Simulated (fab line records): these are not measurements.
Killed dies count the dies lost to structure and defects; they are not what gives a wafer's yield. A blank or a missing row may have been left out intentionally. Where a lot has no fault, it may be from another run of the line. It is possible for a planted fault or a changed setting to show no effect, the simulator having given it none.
A single fault, viewed from 2 desks :: flow gf180mcu :: only its own numbers are on each desk; what lay behind them is given at the end

THE TOOL OWNER'S DESK: hdpcvd-01
The tool's own readings at GF_V5_CVD_00 (deposits SiO2, target thk 300 nm, time 50 s): means of the sampled wafers that have a number, for each lot that ran on this tool. If a lot's mean is further than 4 standard deviations from the usual mean, the lot is out of limits and carries the mark OUT (the distance appears in the brackets).
Columns: A = sih4FlowSccm at GF_V5_CVD_00, usual 59.98 sccm
lot: L507
first seen here: day 27 16:08
A: 59.88

lot: L508
first seen here: day 27 18:25
A: 60.09

lot: L509
first seen here: day 28 05:25
A: 60.22

lot: L510
first seen here: day 28 09:50
A: 59.97

lot: L515
first seen here: day 30 00:16
A: 60.07

lot: L523
first seen here: day 32 02:02
A: 72.03 (+63) OUT

lot: L526
first seen here: day 32 14:01
A: 71.88 (+63) OUT
Finding of this desk: L523, L526 out of limits; the first was L523 at day 32 02:02, on sih4FlowSccm at GF_V5_CVD_00. L507, L508, L509, L510, L515: within limits.

METROLOGY DESK
What the gauges read, lot by lot, whatever tool the lot ran on: means of the sampled wafers that have a number. If a lot's mean is further than 4 standard deviations from the usual mean, the lot is out of limits and carries the mark OUT (the distance appears in the brackets).
Columns: A = MIM_CVD_05_THK at GF_MIM_THK_MEAS_06, usual 42.1 nm; B = MIM_ALCU_RS at GF_MIM_RS_MEAS_10, usual 0.1607 ohm/sq; C = V5_CVD_00_THK at GF_V5_THK_MEAS_01, usual 298 nm
lot: L505
first seen here: day 24 19:49
A: 42.2
B: 0.1588
C: 302

lot: L506
first seen here: day 25 04:11
A: 42.5
B: 0.1647
C: 301

lot: L507
first seen here: day 25 21:41
A: 41.6
B: 0.1591
C: 299

lot: L508
first seen here: day 26 01:37
A: 41.7
B: 0.1601
C: 296

lot: L509
first seen here: day 26 12:02
A: 41.9
B: 0.1623
C: 301

lot: L510
first seen here: day 26 17:06
A: 42.4
B: 0.1613
C: 299

lot: L511
first seen here: day 26 19:51
A: 42.3
B: 0.1623
C: 299

lot: L512
first seen here: day 26 23:41
A: 41.9
B: 0.1564
C: 297

lot: L515
first seen here: day 28 07:37
A: 42.8
B: 0.1635
C: 299

lot: L516
first seen here: day 28 07:55
A: 42.0
B: 0.1610
C: 294

lot: L523
first seen here: day 30 13:48
A: 42.0
B: 0.1623
C: 358 (+17) OUT

lot: L525
first seen here: day 31 01:23
A: 41.9
B: 0.1606
C: 292

lot: L526
first seen here: day 31 02:29
A: 41.7
B: 0.1604
C: 356 (+16) OUT
Per this desk, out of limits: L523, L526; the first was L523, day 32 02:05 (V5_CVD_00_THK at GF_V5_THK_MEAS_01). L505, L506, L507, L508, L509, L510, L511, L512, L515, L516, L525: within limits.

ALL TOGETHER
The tool owner's desk had the chance to raise an alarm at day 32 02:02 on L523, L526.
An alarm was possible from the metrology desk at day 32 02:05, on L523, L526.
All the named lots went through GF_V5_CVD_00 on hdpcvd-01.

WHAT WAS PUT IN BY THE SIMULATOR
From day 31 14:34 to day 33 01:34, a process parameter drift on hdpcvd-01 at GF_V5_CVD_00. Setting sih4FlowSccm shifted by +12 from 60. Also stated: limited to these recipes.
Struck lots among those shown: L523, L526.
Fault start to first reading out of limits, in hours, per desk: tool owner, 11; metrology, 12.
